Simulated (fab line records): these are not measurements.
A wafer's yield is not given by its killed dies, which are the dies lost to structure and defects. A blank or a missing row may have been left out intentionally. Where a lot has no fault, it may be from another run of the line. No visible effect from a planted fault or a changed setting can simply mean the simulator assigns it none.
fab line records	flow sky130
[record] lots = 24	wafers = 72	lastDay = 50
route steps=708 shown LDD_HVP@287 RES_XHIGH@360 CONTACT@420 METAL3@532 PASSIVATION@683
lots with no fault: from the same line, run without faults
startH: hours from the record's first day to the start of the lot's first wafer shown	waitH: time in hours since the lot's previous step	" repeats the value in the row above	L1.1+2: several wafers, shown together as one row	- either no value or no given start	* or withheld: withheld	< > ~ a bound
route shown NAME@n: a module of which the file shows steps, and the number in the route of the first	usual: average and standard deviation across the fault-free wafers	same: alike in all rows	chamber/n: place in a boat	sites: per-site readings	_std_site: their standard deviation	_edge_site: outer sites' mean less inner sites'	radiusMm: for every site, how far away it sits from the centre of the wafer	mask NAME#n: copy n	behind: the most recent tool/chamber to have shaped the wafer	hold: why the lot was held/for how many hours/how that ended	device: the n, p or np transistor that did not switch	end of line: the tests these same wafers got at the end of their route	a step without rows: its recipe alone	killed: dies lost to structure and defects at the first sort, not the wafer's yield	map: shows each die of a wafer: x if killed, . if not, _ if none is there
set.NAME: the run value of the setting; set.NAME@STEP: its run value at that earlier step	model.NAME: the simulator's own value behind a step, which no gauge read
one table for each step of the route and one row for each wafer, over a sample of lots
services: from which hour (startH, from the record's first day; less than 0 if before it) a tool's chamber was out of use, for how many hours, and why
[[steps]]
[step SKY_LDD_HVP_STRIP_09]
[recipe] chemistry = O2/N2	powerW = 1400	pressureMtorr = 1500	platenTempC = withheld	o2FlowSccm = 3000	n2FlowSccm = 300	overashFraction = 0.5
[usual] drypumpMotorCurrentA = 5.5/0.45	oesProductAu = 0.409/0.0041	stripTimeToEndpointS = 4.132/0.015
lot.wafer	tool	chamber	startH	waitH	drypumpMotorCurrentA	oesProductAu	rfHoursCounterH	stripTimeToEndpointS
L074.1	plasmaAsher-01	1	496.25	0.1	6.5	0.414	36	4.149
L074.2	"	0	"	"	5.3	0.402	36	4.135
L074.3	"	1	"	"	6.5	0.412	-	4.131
L075.3	plasmaAsher-04	1	511.54	0.1	5.7	0.404	-	4.116
L075.4	"	0	"	"	5.0	0.411	-	4.131
L075.5	"	0	"	"	5.0	0.411	-	4.131
L076.1	plasmaAsher-03	1	523.10	0.1	5.2	0.414	9	4.111
L076.2	"	0	"	"	5.6	0.411	9	4.130
L076.4	"	1	"	"	5.1	0.412	-	4.124
L077.4	plasmaAsher-03	0	529.54	0.1	5.6	0.406	-	4.153
L077.5	"	0	"	"	5.6	0.408	-	4.144
L077.6	"	1	"	"	5.1	0.407	-	4.142
L078.1	plasmaAsher-03	1	539.36	0.1	5.1	0.405	11	4.142
L078.2	"	0	"	"	5.6	0.412	11	4.140
L078.4	"	1	"	"	5.1	0.416	-	4.140
L079.2	plasmaAsher-04	0	550.79	0.1	5.0	0.410	70	4.133
L079.4	"	0	"	"	5.0	0.404	-	4.120
L079.6	"	0	"	"	5.0	0.407	-	4.097
L080.1	plasmaAsher-04	1	553.34	0.1	5.6	0.404	70	4.130
L080.3	"	1	"	"	5.7	0.408	-	4.164
L080.4	"	0	"	"	5.0	0.402	-	4.155
L081.2	plasmaAsher-04	0	566.55	0.1	5.1	0.418	71	4.132
L081.5	"	1	"	"	5.7	0.410	-	4.121
L081.6	"	0	"	"	5.0	0.409	-	4.117
L082.2	plasmaAsher-04	1	580.64	0.1	5.7	0.404	72	4.128
L082.3	"	0	"	"	5.0	0.411	-	4.128
L082.6	"	0	"	"	5.0	0.402	-	4.127
L083.1	plasmaAsher-01	1	581.15	0.1	6.5	0.407	44	4.128
L083.4	"	1	"	"	6.5	0.411	-	4.113
L083.5	"	0	"	"	5.3	0.410	-	4.099
L084.1	plasmaAsher-04	0	588.71	0.1	5.0	0.411	73	4.091
L084.4	"	0	"	"	5.0	0.406	-	4.129
L084.6	"	1	"	"	5.7	0.407	-	4.129
L085.1	plasmaAsher-04	1	600.60	0.1	5.7	0.406	74	4.146
L085.3	"	0	"	"	5.0	0.406	-	4.130
L085.6	"	1	"	"	5.7	0.410	-	4.116
L086.2	plasmaAsher-04	0	609.75	0.1	5.0	0.406	75	4.121
L086.5	"	1	"	"	5.7	0.413	-	4.126
L086.6	"	0	"	"	5.1	0.400	-	4.103
L087.2	plasmaAsher-04	1	614.71	0.1	5.7	0.404	76	4.121
L087.4	"	0	"	"	5.0	0.410	-	4.111
L087.5	"	1	"	"	5.7	0.404	-	4.134
L088.1	plasmaAsher-04	1	621.09	0.1	5.7	0.410	76	4.141
L088.3	"	1	"	"	5.7	0.406	-	4.143
L088.4	"	0	"	"	5.0	0.413	-	4.138
L089.2	plasmaAsher-03	0	638.85	0.1	5.5	0.410	21	4.137
L089.3	"	1	"	"	5.1	0.404	-	4.120
L089.4	"	0	"	"	5.6	0.418	-	4.134
L090.3	plasmaAsher-01	0	640.37	0.1	5.3	0.407	-	4.120
L090.5	"	1	"	"	6.5	0.409	-	4.135
L090.6	"	0	"	"	5.3	0.418	-	4.116
L091.2	plasmaAsher-04	1	647.30	0.2	5.7	0.409	79	4.114
L091.4	"	1	"	"	5.7	0.416	-	4.140
L091.5	"	0	"	"	5.1	0.412	-	4.150
L092.1	plasmaAsher-01	1	653.49	0.1	6.5	0.408	52	4.146
L092.2	"	0	"	"	5.3	0.409	52	4.119
L092.4	"	0	"	"	5.3	0.402	-	4.136
L093.2	plasmaAsher-04	0	657.40	0.1	5.0	0.418	80	4.136
L093.3	"	1	"	"	5.6	0.409	-	4.122
L093.5	"	0	"	"	5.0	0.408	-	4.129
L094.1	plasmaAsher-01	0	666.44	0.1	5.3	0.406	53	4.142
L094.2	"	1	"	"	6.5	0.404	53	4.125
L094.6	"	1	"	"	6.5	0.413	-	4.135
L095.1	plasmaAsher-04	0	673.94	0.1	5.1	0.402	82	4.137
L095.2	"	1	"	"	5.7	0.413	82	4.149
L095.3	"	1	"	"	5.6	0.412	-	4.144
L096.3	plasmaAsher-01	1	678.12	0.1	6.5	0.411	-	4.151
L096.4	"	0	"	"	5.3	0.410	-	4.144
L096.5	"	1	"	"	6.5	0.402	-	4.134
L097.3	plasmaAsher-03	0	690.07	0.1	5.6	0.414	-	4.101
L097.4	"	1	"	"	5.1	0.404	-	4.132
L097.5	"	0	"	"	5.6	0.410	-	4.138
[step SKY_SD_N_RS_MEAS_18]
[recipe] thkMeasGauge = four-point-probe
[usual] RES_XHIGH_RS = 333.0/1.3
lot.wafer	tool	chamber	startH	waitH	RES_XHIGH_RS[ohm/sq]
L074.1	filmMetro-04	-	648.60	0.1	333.3
L074.2	"	-	"	"	332.1
L074.3	"	-	"	"	332.0
L075.3	filmMetro-04	-	670.96	0.1	334.1
L075.4	"	-	"	"	333.5
L075.5	"	-	"	"	333.3
L076.1	filmMetro-02	-	675.73	0.1	333.1
L076.2	"	-	"	"	331.9
L076.4	"	-	"	"	332.9
L077.4	filmMetro-01	-	678.46	0.1	331.8
L077.5	"	-	"	"	332.2
L077.6	"	-	"	"	331.6
L078.1	filmMetro-02	-	688.30	0.1	332.8
L078.2	"	-	"	"	332.4
L078.4	"	-	"	"	332.4
L079.2	filmMetro-02	-	699.21	0.1	331.3
L079.4	"	-	"	"	331.9
L079.6	"	-	"	"	331.8
L080.1	filmMetro-04	-	701.75	0.1	333.7
L080.3	"	-	"	"	333.2
L080.4	"	-	"	"	334.8
L081.2	filmMetro-01	-	714.03	0.1	335.0
L081.5	"	-	"	"	335.4
L081.6	"	-	"	"	333.8
L082.2	filmMetro-02	-	726.12	0.1	331.5
L082.3	"	-	"	"	331.9
L082.6	"	-	"	"	331.5
L083.1	filmMetro-04	-	727.29	0.1	331.5
L083.4	"	-	"	"	332.9
L083.5	"	-	"	"	332.9
L084.1	filmMetro-04	-	736.23	0.1	333.5
L084.4	"	-	"	"	332.2
L084.6	"	-	"	"	332.9
L085.1	filmMetro-04	-	746.09	0.1	334.1
L085.3	"	-	"	"	334.3
L085.6	"	-	"	"	335.7
L086.2	filmMetro-02	-	753.92	0.1	332.0
L086.5	"	-	"	"	331.9
L086.6	"	-	"	"	331.9
L087.2	filmMetro-04	-	759.10	0.1	332.2
L087.4	"	-	"	"	333.2
L087.5	"	-	"	"	332.5
L088.1	filmMetro-01	-	766.58	0.1	335.0
L088.3	"	-	"	"	335.3
L088.4	"	-	"	"	335.2
L089.2	filmMetro-01	-	779.02	0.1	333.5
L089.3	"	-	"	"	331.9
L089.4	"	-	"	"	333.6
L090.3	filmMetro-02	-	782.59	0.1	334.5
L090.5	"	-	"	"	336.8
L090.6	"	-	"	"	336.1
L091.2	filmMetro-04	-	789.17	0.1	332.0
L091.4	"	-	"	"	333.8
L091.5	"	-	"	"	333.9
L092.1	filmMetro-01	-	793.59	0.1	332.8
L092.2	"	-	"	"	332.8
L092.4	"	-	"	"	332.8
L093.2	filmMetro-01	-	798.32	0.1	332.2
L093.3	"	-	"	"	332.2
L093.5	"	-	"	"	332.2
L094.1	filmMetro-02	-	805.35	0.1	332.6
L094.2	"	-	"	"	332.8
L094.6	"	-	"	"	333.0
L095.1	filmMetro-04	-	812.02	0.1	333.1
L095.2	"	-	"	"	333.9
L095.3	"	-	"	"	334.0
L096.3	filmMetro-04	-	818.03	0.1	333.3
L096.4	"	-	"	"	332.4
L096.5	"	-	"	"	331.6
L097.3	filmMetro-02	-	826.57	0.1	331.1
L097.4	"	-	"	"	331.3
L097.5	"	-	"	"	332.4
[step SKY_CONTACT_CD_MEAS_14]
[recipe] targetCdNm = 170
[usual] cdNm = 170.0/1.3
lot.wafer	tool	chamber	startH	waitH	cdNm
L074.1	cdSem-02	-	735.82	-	168.0
L074.2	"	-	"	"	165.7
L074.3	"	-	"	"	166.4
L075.3	cdSem-01	-	756.71	-	169.5
L075.4	"	-	"	"	171.2
L075.5	"	-	"	"	170.3
L076.1	cdSem-02	-	763.17	-	170.1
L076.2	"	-	"	"	170.9
L076.4	"	-	"	"	170.7
L077.4	cdSem-01	-	765.91	-	172.1
L077.5	"	-	"	"	170.9
L077.6	"	-	"	"	171.7
L078.1	cdSem-01	-	773.77	-	169.4
L078.2	"	-	"	"	168.0
L078.4	"	-	"	"	170.1
L079.2	cdSem-01	-	783.69	-	169.8
L079.4	"	-	"	"	168.6
L079.6	"	-	"	"	168.7
L080.1	cdSem-02	-	786.87	-	171.6
L080.3	"	-	"	"	171.1
L080.4	"	-	"	"	172.4
L081.2	cdSem-01	-	797.69	-	170.2
L081.5	"	-	"	"	170.7
L081.6	"	-	"	"	171.5
L082.2	cdSem-02	-	810.61	-	172.2
L082.3	"	-	"	"	169.8
L082.6	"	-	"	"	172.4
L083.1	cdSem-02	-	811.70	-	167.8
L083.4	"	-	"	"	169.0
L083.5	"	-	"	"	168.0
L084.1	cdSem-02	-	819.35	-	169.8
L084.4	"	-	"	"	170.2
L084.6	"	-	"	"	170.3
L085.1	cdSem-01	-	829.37	-	169.6
L085.3	"	-	"	"	169.1
L085.6	"	-	"	"	169.6
L086.2	cdSem-02	-	836.24	-	169.4
L086.5	"	-	"	"	170.1
L086.6	"	-	"	"	170.5
L087.2	cdSem-01	-	841.99	-	170.4
L087.4	"	-	"	"	171.6
L087.5	"	-	"	"	171.4
L088.1	cdSem-01	-	849.17	-	171.6
L088.3	"	-	"	"	170.4
L088.4	"	-	"	"	171.0
L089.2	cdSem-01	-	861.64	-	171.3
L089.3	"	-	"	"	170.6
L089.4	"	-	"	"	171.1
L090.3	cdSem-01	-	865.16	-	170.9
L090.5	"	-	"	"	168.9
L090.6	"	-	"	"	170.9
L091.2	cdSem-01	-	870.09	-	169.4
L091.4	"	-	"	"	168.4
L091.5	"	-	"	"	169.7
L092.1	cdSem-01	-	875.31	-	168.7
L092.2	"	-	"	"	170.2
L092.4	"	-	"	"	169.7
L093.2	cdSem-02	-	878.94	-	170.1
L093.3	"	-	"	"	170.1
L093.5	"	-	"	"	171.3
L094.1	cdSem-01	-	886.76	-	170.0
L094.2	"	-	"	"	170.1
L094.6	"	-	"	"	169.4
L095.1	cdSem-01	-	892.42	-	169.8
L095.2	"	-	"	"	169.4
L095.3	"	-	"	"	169.3
L096.3	cdSem-01	-	897.61	-	168.8
L096.4	"	-	"	"	168.7
L096.5	"	-	"	"	168.6
L097.3	cdSem-02	-	907.46	-	171.0
L097.4	"	-	"	"	170.1
L097.5	"	-	"	"	170.3
[step SKY_CONTACT_THK_MEAS_26]
[recipe] thkMeasGauge = xrf	reads = W_of_CONTACT_CVD_24
[usual] CONTACT_W_THK = 357/5.6
lot.wafer	tool	chamber	startH	waitH	CONTACT_W_THK[nm]
L074.1	filmMetro-04	-	737.06	0.1	357
L074.2	"	-	"	"	357
L074.3	"	-	"	"	358
L075.3	filmMetro-04	-	757.86	0.1	355
L075.4	"	-	"	"	354
L075.5	"	-	"	"	351
L076.1	filmMetro-04	-	764.34	0.1	366
L076.2	"	-	"	"	365
L076.4	"	-	"	"	365
L077.4	filmMetro-04	-	767.06	0.1	349
L077.5	"	-	"	"	350
L077.6	"	-	"	"	346
L078.1	filmMetro-04	-	774.94	0.1	364
L078.2	"	-	"	"	361
L078.4	"	-	"	"	363
L079.2	filmMetro-04	-	784.85	0.1	370
L079.4	"	-	"	"	370
L079.6	"	-	"	"	366
L080.1	filmMetro-04	-	788.04	0.1	360
L080.3	"	-	"	"	357
L080.4	"	-	"	"	362
L081.2	filmMetro-03	-	798.85	0.1	358
L081.5	"	-	"	"	358
L081.6	"	-	"	"	361
L082.2	filmMetro-03	-	811.91	0.1	352
L082.3	"	-	"	"	347
L082.6	"	-	"	"	349
L083.1	filmMetro-03	-	812.99	0.1	358
L083.4	"	-	"	"	349
L083.5	"	-	"	"	352
L084.1	filmMetro-01	-	820.53	0.1	355
L084.4	"	-	"	"	356
L084.6	"	-	"	"	365
L085.1	filmMetro-03	-	830.54	0.1	350
L085.3	"	-	"	"	355
L085.6	"	-	"	"	350
L086.2	filmMetro-03	-	837.47	0.1	352
L086.5	"	-	"	"	350
L086.6	"	-	"	"	362
L087.2	filmMetro-04	-	843.15	0.1	359
L087.4	"	-	"	"	364
L087.5	"	-	"	"	359
L088.1	filmMetro-03	-	850.34	0.1	345
L088.3	"	-	"	"	354
L088.4	"	-	"	"	351
L089.2	filmMetro-03	-	862.83	0.1	358
L089.3	"	-	"	"	354
L089.4	"	-	"	"	355
L090.3	filmMetro-03	-	866.31	0.1	359
L090.5	"	-	"	"	356
L090.6	"	-	"	"	355
L091.2	filmMetro-04	-	871.29	0.1	360
L091.4	"	-	"	"	355
L091.5	"	-	"	"	356
L092.1	filmMetro-03	-	876.57	0.1	358
L092.2	"	-	"	"	357
L092.4	"	-	"	"	364
L093.2	filmMetro-03	-	880.11	0.1	352
L093.3	"	-	"	"	354
L093.5	"	-	"	"	350
L094.1	filmMetro-04	-	887.93	0.1	357
L094.2	"	-	"	"	361
L094.6	"	-	"	"	351
L095.1	filmMetro-04	-	893.60	0.1	356
L095.2	"	-	"	"	360
L095.3	"	-	"	"	357
L096.3	filmMetro-01	-	898.77	0.1	358
L096.4	"	-	"	"	363
L096.5	"	-	"	"	365
L097.3	filmMetro-04	-	908.61	0.1	359
L097.4	"	-	"	"	360
L097.5	"	-	"	"	362
[step SKY_METAL3_SPUTTER_00]
[recipe] material = Ti	targetThkNm = 15	powerW = 3000	timeS = 10	chamberPressurePa = 0.4188
[usual] throttleValvePct = 30.0/1
[same] timeS = 10
lot.wafer	tool	chamber	startH	waitH	throttleValvePct
L074.1	pvdSputter-04	-	850.34	0.2	29.1
L074.2	"	-	"	"	30.2
L074.3	"	-	"	"	30.8
L075.3	pvdSputter-02	-	869.68	0.1	31.0
L075.4	"	-	"	"	29.4
L075.5	"	-	"	"	28.8
L076.1	pvdSputter-02	-	875.75	0.2	29.3
L076.2	"	-	"	"	29.3
L076.4	"	-	"	"	30.8
L077.4	pvdSputter-04	-	877.83	0.2	29.6
L077.5	"	-	"	"	29.3
L077.6	"	-	"	"	31.6
L078.1	pvdSputter-02	-	885.05	0.1	31.2
L078.2	"	-	"	"	28.9
L078.4	"	-	"	"	29.4
L079.2	pvdSputter-02	-	895.68	0.2	29.5
L079.4	"	-	"	"	29.3
L079.6	"	-	"	"	29.2
L080.1	pvdSputter-01	-	897.64	0.2	32.2
L080.3	"	-	"	"	29.2
L080.4	"	-	"	"	29.7
L081.2	pvdSputter-02	-	909.60	0.2	29.1
L081.5	"	-	"	"	28.7
L081.6	"	-	"	"	29.6
L082.2	pvdSputter-01	-	920.63	0.1	32.1
L082.3	"	-	"	"	30.8
L082.6	"	-	"	"	29.6
L083.1	pvdSputter-04	-	920.94	0.2	30.2
L083.4	"	-	"	"	29.1
L083.5	"	-	"	"	29.2
L084.1	pvdSputter-04	-	929.13	0.2	31.7
L084.4	"	-	"	"	29.8
L084.6	"	-	"	"	29.2
L085.1	pvdSputter-02	-	937.48	0.1	29.4
L085.3	"	-	"	"	29.2
L085.6	"	-	"	"	30.8
L086.2	pvdSputter-02	-	944.82	0.2	29.6
L086.5	"	-	"	"	31.0
L086.6	"	-	"	"	29.4
L087.2	pvdSputter-01	-	950.53	0.2	29.5
L087.4	"	-	"	"	29.9
L087.5	"	-	"	"	30.6
L088.1	pvdSputter-02	-	958.65	0.1	31.0
L088.3	"	-	"	"	29.4
L088.4	"	-	"	"	29.3
L089.2	pvdSputter-01	-	969.65	0.2	30.8
L089.3	"	-	"	"	32.3
L089.4	"	-	"	"	29.9
L090.3	pvdSputter-04	-	973.14	0.1	29.9
L090.5	"	-	"	"	30.0
L090.6	"	-	"	"	29.1
L091.2	pvdSputter-02	-	978.52	0.1	31.3
L091.4	"	-	"	"	29.4
L091.5	"	-	"	"	29.1
L092.1	pvdSputter-01	-	983.74	0.1	29.5
L092.2	"	-	"	"	32.2
L092.4	"	-	"	"	30.9
L093.2	pvdSputter-02	-	986.39	0.1	29.2
L093.3	"	-	"	"	29.6
L093.5	"	-	"	"	29.5
L094.1	pvdSputter-02	-	993.65	0.1	30.8
L094.2	"	-	"	"	29.3
L094.6	"	-	"	"	29.4
L095.1	pvdSputter-02	-	998.84	0.2	29.3
L095.2	"	-	"	"	29.2
L095.3	"	-	"	"	28.8
L096.3	pvdSputter-04	-	1004.19	0.1	29.2
L096.4	"	-	"	"	30.6
L096.5	"	-	"	"	31.4
L097.3	pvdSputter-02	-	1013.54	0.2	29.3
L097.4	"	-	"	"	29.3
L097.5	"	-	"	"	31.0
[step SKY_PASSIVATION_CVD_02]
[recipe] material = Si3N4	targetThkNm = 540	tempC = 400	timeS = withheld	rfW = 450
[usual] heaterPowerW = 693/64
lot.wafer	tool	chamber	startH	waitH	heaterPowerW
L074.1	pecvd-04	1	1030.49	0.1	760
L074.2	"	0	"	"	656
L074.3	"	2	"	"	693
L075.3	pecvd-03	2	1047.95	0.0	657
L075.4	"	0	"	"	753
L075.5	"	2	"	"	678
L076.1	pecvd-03	0	1051.82	0.1	662
L076.2	"	2	"	"	680
L076.4	"	0	"	"	684
L077.4	pecvd-03	2	1056.80	0.1	587
L077.5	"	2	"	"	613
L077.6	"	1	"	"	800
L078.1	pecvd-04	1	1061.91	0.1	647
L078.2	"	2	"	"	667
L078.4	"	1	"	"	679
L079.2	pecvd-03	1	1070.86	0.0	764
L079.4	"	2	"	"	697
L079.6	"	1	"	"	832
L080.1	pecvd-04	2	1071.91	0.1	766
L080.3	"	1	"	"	740
L080.4	"	0	"	"	675
L081.2	pecvd-04	2	1081.20	0.0	643
L081.5	"	1	"	"	782
L081.6	"	2	"	"	676
L082.2	pecvd-02	2	1089.38	0.0	568
L082.3	"	1	"	"	659
L082.6	"	1	"	"	676
L083.1	pecvd-03	0	1092.22	0.1	747
L083.4	"	0	"	"	755
L083.5	"	1	"	"	788
L084.1	pecvd-02	1	1101.83	0.1	716
L084.4	"	1	"	"	720
L084.6	"	0	"	"	728
L085.1	pecvd-02	1	1105.10	0.1	714
L085.3	"	0	"	"	720
L085.6	"	2	"	"	623
L086.2	pecvd-04	2	1110.20	0.0	688
L086.5	"	1	"	"	768
L086.6	"	2	"	"	720
L087.2	pecvd-04	0	1115.61	0.0	595
L087.4	"	2	"	"	735
L087.5	"	1	"	"	708
L088.1	pecvd-04	2	1124.05	0.1	685
L088.3	"	1	"	"	636
L088.4	"	2	"	"	701
L089.2	pecvd-04	1	1130.51	0.0	751
L089.3	"	2	"	"	631
L089.4	"	2	"	"	651
L090.3	pecvd-02	0	1132.92	0.0	712
L090.5	"	2	"	"	630
L090.6	"	1	"	"	685
L091.2	pecvd-04	0	1139.17	0.0	671
L091.4	"	1	"	"	681
L091.5	"	0	"	"	673
L092.1	pecvd-03	0	1144.60	0.1	701
L092.2	"	2	"	"	720
L092.4	"	1	"	"	809
L093.2	pecvd-02	2	1144.91	0.0	559
L093.3	"	0	"	"	696
L093.5	"	2	"	"	597
L094.1	pecvd-04	1	1150.21	0.1	732
L094.2	"	0	"	"	628
L094.6	"	1	"	"	749
L095.1	pecvd-03	1	1154.65	0.1	811
L095.2	"	0	"	"	697
L095.3	"	2	"	"	636
L096.3	pecvd-03	1	1157.85	0.0	828
L096.4	"	2	"	"	667
L096.5	"	0	"	"	661
L097.3	pecvd-04	0	1165.28	0.0	634
L097.4	"	2	"	"	605
L097.5	"	1	"	"	774
[[services]]
tool	chamber	startH	hours	kind
pecvd-04	-	478.75	10.3	repair
pvdSputter-02	-	563.28	3.2	repair
pecvd-04	-	579.06	2.8	pm
pecvd-04	-	641.71	0.6	repair
pecvd-03	-	646.28	1.3	repair
pecvd-04	2	694.89	7.9	repair
pecvd-04	-	712.63	0.9	repair
pvdSputter-02	-	726.70	21.0	repair
plasmaAsher-04	-	774.01	2.8	pm
pecvd-03	-	777.56	0.8	repair
pecvd-04	-	840.04	0.8	pm
plasmaAsher-04	-	868.37	3.5	repair
pvdSputter-02	-	908.89	0.5	repair
pecvd-03	1	913.94	4.0	repair
pvdSputter-02	-	947.51	4.0	repair
plasmaAsher-04	-	1015.52	3.1	repair
pecvd-03	0	1052.73	10.5	repair
plasmaAsher-04	-	1055.25	9.0	pm
pvdSputter-02	-	1067.27	2.5	repair
plasmaAsher-04	-	1091.35	8.5	repair
plasmaAsher-04	-	1123.58	1.5	repair
pecvd-03	-	1131.77	2.8	pm
pvdSputter-02	-	1138.40	3.4	repair
pvdSputter-02	-	1158.19	6.9	repair
[[key]]
fault none
